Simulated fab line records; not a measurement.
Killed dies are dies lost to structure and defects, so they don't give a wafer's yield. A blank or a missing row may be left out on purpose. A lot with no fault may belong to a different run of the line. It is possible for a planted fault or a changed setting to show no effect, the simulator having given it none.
fab line records	flow sky130
record: lots: 12	wafers: 36	lastDay: 50
route steps=708 shown VT_ADJUST_PCH@152 SONOS_TUNNEL@162 SONOS_ONO@181 POLY_GATE@234 PAD_OPEN@708
lots untouched by any fault: they come from a run of this same line in which no faults occurred
startH: hours from the record's opening day to when the first of the lot's shown wafers began	waitH: time in hours since the lot's previous step	" the same as in the row above	L1.1+2: a single row standing in for several wafers	- either no value or no given start	* or withheld: withheld	< > ~ a bound
route shown NAME@n: NAME is a module with steps in the file, n the number in the route of the first one	usual: the fault-free wafers' mean and standard deviation	same: alike in all rows	chamber/n: place in a boat	sites: each site's reading	_std_site: their standard deviation	_edge_site: the outer-site mean with the inner-site mean subtracted	radiusMm: for every site, how far away it sits from the centre of the wafer	mask NAME#n: copy n	behind: the tool/chamber that last shaped the wafer	hold: what put the lot on hold/how long, in hours/how the hold closed	device: names the non-switching transistor (n, p or np)	end of line: at the end of the route, the tests of the same wafers	for a step that has no rows: nothing shown but its recipe	killed: dies lost to structure and defects at the first sort, not the wafer's yield	map: the dies of a wafer, with x for killed, . for not killed, _ for no die there
set.NAME: the setting as run; set.NAME@STEP: as run at that earlier step	model.NAME: the simulator's own value behind a step, which no gauge read
steps of the route over a sample of lots; a table a step, a row a wafer
services: when a tool's chamber went out of use (startH, in hours from the record's first day, below 0 if earlier), for how many hours, and the reason
== steps ==
step: SKY_VT_ADJUST_PCH_STRIP_09
recipe: chemistry: O2/N2	powerW: 1400	pressureMtorr: 1500	platenTempC: withheld	o2FlowSccm: 3000	n2FlowSccm: 300	overashFraction: 0.5
usual: drypumpMotorCurrentA: 5.61/0.29	n2FlowSccm: 299.9/1.1	oesProductAu: 0.722/0.0055	stripTimeToEndpointS: 36.91/0.1
same: overashFraction: 0.5
lot.wafer	tool	chamber	startH	waitH	drypumpMotorCurrentA	n2FlowSccm	oesProductAu	rfHoursCounterH	stripTimeToEndpointS
L647.1	plasmaAsher-02	0	221.07	0.1	5.31	299.5	0.728	53	36.88
L647.2	"	1	"	"	5.36	299.0	0.731	53	36.89
L647.3	"	1	"	"	5.37	298.9	0.713	-	36.88
L648.1	plasmaAsher-02	1	232.32	0.1	5.37	300.5	0.725	54	36.76
L648.4	"	1	"	"	5.38	300.2	0.733	-	36.74
L648.5	"	1	"	"	5.40	299.6	0.725	-	36.80
L649.1	plasmaAsher-01	0	243.17	0.1	6.05	299.2	0.724	12	37.01
L649.3	"	0	"	"	6.05	299.5	0.727	-	36.98
L649.4	"	1	"	"	5.86	299.2	0.721	-	36.95
L654.2	plasmaAsher-01	0	277.16	0.1	6.05	298.6	0.718	15	36.97
L654.5	"	0	"	"	6.05	299.0	0.712	-	37.03
L654.6	"	1	"	"	5.88	299.6	0.715	-	37.01
L659.2	plasmaAsher-01	1	320.01	0.1	5.82	298.9	0.718	19	36.88
L659.3	"	1	"	"	5.85	299.2	0.713	-	36.87
L659.6	"	0	"	"	6.08	298.5	0.721	-	36.95
L661.1	plasmaAsher-01	0	335.71	0.1	6.09	300.6	0.731	21	37.03
L661.4	"	1	"	"	5.88	300.3	0.727	-	36.87
L661.5	"	1	"	"	5.86	300.2	0.727	-	36.96
L662.1	plasmaAsher-01	0	345.50	0.1	6.08	297.9	0.723	21	36.83
L662.4	"	1	"	"	5.85	299.4	0.714	-	36.73
L662.6	"	1	"	"	5.88	298.8	0.729	-	36.76
L664.1	plasmaAsher-03	1	361.45	0.1	5.57	299.2	0.723	69	36.97
L664.3	"	1	"	"	5.57	299.9	0.720	-	36.99
L664.4	"	0	"	"	5.37	300.2	0.713	-	37.04
L666.2	plasmaAsher-03	1	370.26	0.1	5.56	300.5	0.714	70	36.96
L666.3	"	0	"	"	5.35	300.6	0.715	-	36.94
L666.4	"	1	"	"	5.57	300.5	0.730	-	36.94
L667.1	plasmaAsher-01	0	376.26	0.1	6.08	302.2	0.715	25	37.08
L667.3	"	0	"	"	6.05	301.7	0.723	-	36.97
L667.6	"	1	"	"	5.84	298.7	0.720	-	36.93
L669.2	plasmaAsher-02	0	398.71	0.1	5.31	300.3	0.728	71	36.88
L669.5	"	1	"	"	5.35	298.9	0.735	-	36.82
L669.6	"	0	"	"	5.32	300.0	0.719	-	36.81
L670.3	plasmaAsher-02	0	404.15	0.1	5.29	299.1	0.720	-	36.80
L670.4	"	1	"	"	5.36	301.6	0.725	-	36.81
L670.5	"	1	"	"	5.38	301.4	0.729	-	36.92
step: SKY_SONOS_TUNNEL_OVL_MEAS_08
usual: SONOS_TUNNEL_OVL: -0.3/1.5
lot.wafer	tool	chamber	startH	waitH	SONOS_TUNNEL_OVL[nm]
L647.1	overlay-01	-	243.63	0.1	-0.8
L647.2	"	-	"	"	0.9
L647.3	"	-	"	"	0.9
L648.1	overlay-01	-	256.07	0.1	0.0
L648.4	"	-	"	"	0.1
L648.5	"	-	"	"	1.2
L649.1	overlay-01	-	267.71	0.1	-1.7
L649.3	"	-	"	"	-1.5
L649.4	"	-	"	"	-1.6
L654.2	overlay-01	-	303.04	0.1	2.2
L654.5	"	-	"	"	1.6
L654.6	"	-	"	"	0.8
L659.2	overlay-02	-	347.06	0.1	-1.4
L659.3	"	-	"	"	-4.1
L659.6	"	-	"	"	-3.2
L661.1	overlay-02	-	362.96	0.1	-1.6
L661.4	"	-	"	"	-2.0
L661.5	"	-	"	"	-1.3
L662.1	overlay-02	-	373.06	0.1	-1.4
L662.4	"	-	"	"	-1.3
L662.6	"	-	"	"	-0.2
L664.1	overlay-01	-	390.41	0.1	-1.5
L664.3	"	-	"	"	-2.9
L664.4	"	-	"	"	-3.7
L666.2	overlay-01	-	399.19	0.1	0.3
L666.3	"	-	"	"	0.8
L666.4	"	-	"	"	0.2
L667.1	overlay-02	-	405.56	0.1	-0.5
L667.3	"	-	"	"	-0.6
L667.6	"	-	"	"	0.8
L669.2	overlay-01	-	427.96	0.1	-0.9
L669.5	"	-	"	"	-0.1
L669.6	"	-	"	"	-0.5
L670.3	overlay-01	-	434.02	0.1	0.5
L670.4	"	-	"	"	0.7
L670.5	"	-	"	"	2.0
step: SKY_SONOS_ONO_CD_MEAS_13
recipe: targetCdNm: 410
usual: cdNm: 409.4/2.2
lot.wafer	tool	chamber	startH	waitH	cdNm
L647.1	cdSem-02	-	271.44	0.1	408.1
L647.2	"	-	"	"	408.9
L647.3	"	-	"	"	406.6
L648.1	cdSem-02	-	286.47	0.1	410.0
L648.4	"	-	"	"	411.2
L648.5	"	-	"	"	409.2
L649.1	cdSem-01	-	297.62	0.1	411.9
L649.3	"	-	"	"	409.7
L649.4	"	-	"	"	408.4
L654.2	cdSem-01	-	335.40	0.1	406.9
L654.5	"	-	"	"	406.7
L654.6	"	-	"	"	409.3
L659.2	cdSem-02	-	380.04	0.1	409.6
L659.3	"	-	"	"	408.8
L659.6	"	-	"	"	409.7
L661.1	cdSem-02	-	395.88	0.1	411.0
L661.4	"	-	"	"	411.6
L661.5	"	-	"	"	412.6
L662.1	cdSem-01	-	408.94	0.1	409.1
L662.4	"	-	"	"	408.9
L662.6	"	-	"	"	411.3
L664.1	cdSem-01	-	427.22	0.1	409.4
L664.3	"	-	"	"	410.4
L664.4	"	-	"	"	409.4
L666.2	cdSem-02	-	434.24	0.1	405.7
L666.3	"	-	"	"	408.1
L666.4	"	-	"	"	410.6
L667.1	cdSem-02	-	442.78	0.1	406.9
L667.3	"	-	"	"	409.8
L667.6	"	-	"	"	411.2
L669.2	cdSem-01	-	462.81	0.1	407.7
L669.5	"	-	"	"	406.5
L669.6	"	-	"	"	406.8
L670.3	cdSem-01	-	485.31	0.1	411.2
L670.4	"	-	"	"	411.5
L670.5	"	-	"	"	410.6
step: SKY_POLY_GATE_OXIDATION_20
recipe: tempC: 850	ambient: O2	stabiliseS: 600	purgeS: 300	targetThkA: 40	oxTimeS: 899
usual: spikeTcCentreC: 850.0/1.1	spikeTcUpperC: 849.8/0.94
lot.wafer	tool	chamber	startH	waitH	spikeTcCentreC	spikeTcUpperC
L647.1	furnace-02	0	361.19	0.7	851.0	849.4
L647.2	"	0	"	"	850.0	849.6
L647.3	"	0	"	"	850.3	849.5
L647.1	furnace-02	0	362.61	0.2	850.2	850.3
L647.2	"	0	"	"	849.8	850.0
L647.3	"	0	"	"	852.6	849.7
L648.1	furnace-02	0	378.17	1.6	849.9	848.5
L648.4	"	0	"	"	851.7	848.9
L648.5	"	0	"	"	851.0	848.3
L648.1	furnace-02	0	380.77	1.3	850.3	851.9
L648.4	"	0	"	"	850.4	849.1
L648.5	"	0	"	"	850.2	849.7
L649.1	furnace-01	0	390.00	0.4	849.1	849.5
L649.3	"	0	"	"	849.9	848.8
L649.4	"	0	"	"	848.4	850.1
L654.2	furnace-01	0	433.30	1.8	849.0	849.0
L654.5	"	0	"	"	850.6	849.4
L654.6	"	0	"	"	850.8	850.8
L659.2	furnace-02	0	480.85	0.4	850.5	849.4
L659.3	"	0	"	"	848.1	848.7
L659.6	"	0	"	"	849.3	849.7
L661.1	furnace-02	0	497.45	0.7	850.4	850.1
L661.4	"	0	"	"	851.3	849.0
L661.5	"	0	"	"	850.9	850.7
L662.1	furnace-02	0	509.30	0.0	851.0	850.7
L662.4	"	0	"	"	850.5	849.5
L662.6	"	0	"	"	851.4	849.5
L664.1	furnace-02	0	525.65	0.0	849.7	850.6
L664.3	"	0	"	"	850.7	850.3
L664.4	"	0	"	"	850.5	849.0
L666.2	furnace-01	0	535.22	0.3	849.2	851.2
L666.3	"	0	"	"	849.4	849.0
L666.4	"	0	"	"	850.0	849.5
L667.1	furnace-01	0	545.58	1.4	850.1	850.7
L667.3	"	0	"	"	849.5	850.0
L667.6	"	0	"	"	848.7	849.0
L669.2	furnace-02	0	561.17	0.0	849.4	849.5
L669.5	"	0	"	"	849.2	847.7
L669.6	"	0	"	"	849.7	850.9
L670.3	furnace-02	0	582.77	0.0	851.5	850.1
L670.4	"	0	"	"	851.1	849.6
L670.5	"	0	"	"	851.6	851.0
step: SKY_POLY_GATE_THK_MEAS_21
recipe: reads: SiO2_of_POLY_GATE_OXIDATION_20
usual: POLY_GATE_OXIDATION_THK: 4.02/0.08
lot.wafer	tool	chamber	startH	waitH	POLY_GATE_OXIDATION_THK[nm]
L647.1	filmMetro-03	-	363.86	0.0	6.65
L647.2	"	-	"	"	6.63
L647.3	"	-	"	"	6.63
L647.1	filmMetro-03	-	364.09	0.2	6.70
L647.2	"	-	"	"	6.64
L647.3	"	-	"	"	6.56
L648.1	filmMetro-03	-	382.02	0.0	6.30
L648.4	"	-	"	"	6.18
L648.5	"	-	"	"	6.35
L648.1	filmMetro-03	-	382.34	0.3	6.32
L648.4	"	-	"	"	6.23
L648.5	"	-	"	"	6.38
L649.1	filmMetro-03	-	391.25	0.0	4.08
L649.3	"	-	"	"	4.09
L649.4	"	-	"	"	4.01
L654.2	filmMetro-04	-	434.56	0.0	4.01
L654.5	"	-	"	"	3.96
L654.6	"	-	"	"	4.04
L659.2	filmMetro-01	-	482.11	0.0	4.09
L659.3	"	-	"	"	4.01
L659.6	"	-	"	"	4.08
L661.1	filmMetro-03	-	498.70	0.0	4.10
L661.4	"	-	"	"	4.04
L661.5	"	-	"	"	4.07
L662.1	filmMetro-04	-	510.55	0.0	4.08
L662.4	"	-	"	"	4.12
L662.6	"	-	"	"	4.07
L664.1	filmMetro-04	-	526.90	0.0	3.96
L664.3	"	-	"	"	3.94
L664.4	"	-	"	"	4.01
L666.2	filmMetro-01	-	536.48	0.0	4.03
L666.3	"	-	"	"	4.01
L666.4	"	-	"	"	4.06
L667.1	filmMetro-03	-	546.83	0.0	3.97
L667.3	"	-	"	"	4.02
L667.6	"	-	"	"	4.01
L669.2	filmMetro-01	-	562.43	0.0	4.20
L669.5	"	-	"	"	4.14
L669.6	"	-	"	"	4.10
L670.3	filmMetro-04	-	584.04	0.0	4.11
L670.4	"	-	"	"	3.92
L670.5	"	-	"	"	4.00
step: SKY_PAD_OPEN_PROBE_99
usual: killed_at_M0_to_M3: 43/7.2	killed_at_M4_up: 3.0/1.7	killedAtContacts: 24/5.3	killedAtFrontEnd: 15/4.6	killedAtOther: 0.3/0.5	killedDies: 85/10	killedOpen: 46/7.2	killedShort: 39/6.4
same: grossDies: 492	killedAtBackSide: 0
lot.wafer	tool	chamber	startH	waitH	killed_at_M0_to_M3	killed_at_M4_up	killedAtContacts	killedAtFrontEnd	killedAtOther	killedDies	killedOpen	killedShort
L647.1	prober-02	-	1068.00	0.1	42	1	28	22	1	94	57	37
L647.2	prober-02	-	1068.05	0.1	49	2	18	13	0	82	41	41
L647.3	prober-02	-	1068.10	0.2	46	5	34	22	0	107	49	58
L648.5	prober-01	-	1083.95	0.2	41	3	21	20	0	85	52	33
killed by level:class
L647.1 CONTACT:geometricParticle:open=15 VIA1:geometricParticle:open=10 VIA1:geometricParticle:short=7 VIA2:geometricParticle:short=7 FIELD_ISO:geometricParticle:open=6 VIA2:geometricParticle:open=6 VIA3:geometricParticle:open=6 CONTACT:geometricParticle:short=5
L647.2 VIA1:geometricParticle:open=8 VIA2:geometricParticle:short=8 VIA3:geometricParticle:open=8 CONTACT:geometricParticle:open=6 VIA1:geometricParticle:short=6 VIA2:geometricParticle:open=6 CONTACT:geometricParticle:short=4 METAL1:geometricParticle:short=4
L647.3 METAL1:geometricParticle:short=12 LI_CONTACT:geometricParticle:open=9 CONTACT:geometricParticle:open=9 VIA1:geometricParticle:open=8 POLY_GATE:geometricParticle:short=7 CONTACT:geometricParticle:short=7 LOCAL_INTERCONNECT:geometricParticle:short=6 VIA3:geometricParticle:open=6
L648.5 VIA1:geometricParticle:open=10 VIA2:geometricParticle:open=8 LI_CONTACT:geometricParticle:open=7 CONTACT:geometricParticle:open=6 VIA3:geometricParticle:open=6 FIELD_ISO:geometricParticle:short=5 POLY_GATE:geometricParticle:short=5 LOCAL_INTERCONNECT:geometricParticle:short=5
== services ==
tool	chamber	startH	hours	kind
furnace-02	-	199.08	13.0	repair
furnace-02	-	212.09	4.1	pm
plasmaAsher-01	-	240.27	1.3	repair
furnace-01	-	275.03	3.0	pm
plasmaAsher-01	-	317.86	0.7	repair
furnace-02	-	374.06	4.1	pm
plasmaAsher-01	-	399.86	0.5	repair
plasmaAsher-03	-	408.23	4.3	pm
plasmaAsher-03	-	421.25	9.0	pm
plasmaAsher-03	0	421.25	9.0	ventCycle
plasmaAsher-03	1	421.25	9.0	ventCycle
furnace-02	-	423.25	3.9	pm
plasmaAsher-02	-	427.39	11.1	repair
plasmaAsher-03	0	430.25	-	clean
plasmaAsher-03	1	430.25	-	clean
furnace-01	-	442.57	3.9	pm
plasmaAsher-03	-	445.28	14.7	pm
furnace-01	-	458.75	2.8	pm
plasmaAsher-03	-	493.88	1.6	repair
furnace-01	-	496.14	10.8	repair
furnace-02	-	542.27	4.4	pm
furnace-01	-	576.29	13.8	pm
== key ==
firstSign: step: SKY_POLY_GATE_OXIDATION_20	reading: visit	direction: added
effect: step: SKY_POLY_GATE_THK_MEAS_21	reading: visit	direction: added
effect: step: SKY_POLY_GATE_THK_MEAS_21	reading: POLY_GATE_OXIDATION_THK	direction: up	sigmas: 30	usual: 4.02	struck: 6.46
metAt SKY_POLY_GATE_OXIDATION_20
struckLots L647,L648
testerLeftOut L647,L648
notActingAt SKY_VT_ADJUST_PCH_STRIP_09,SKY_SONOS_TUNNEL_OVL_MEAS_08,SKY_SONOS_ONO_CD_MEAS_13
fault: kind: repeatedStepWhole	tool: furnace-01,furnace-02	chamber: -	onsetH: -	steps: SKY_POLY_GATE_OXIDATION_20	times: 1	scope: struckLotsOnly
testerLeftOut: of these lots the tester's yield and bins aren't shown, on N5 and GAA mostly nor the transistor test; their killed dies are dies lost to structure and defects alone, not to doping, threshold or leakage, so they don't give the yield
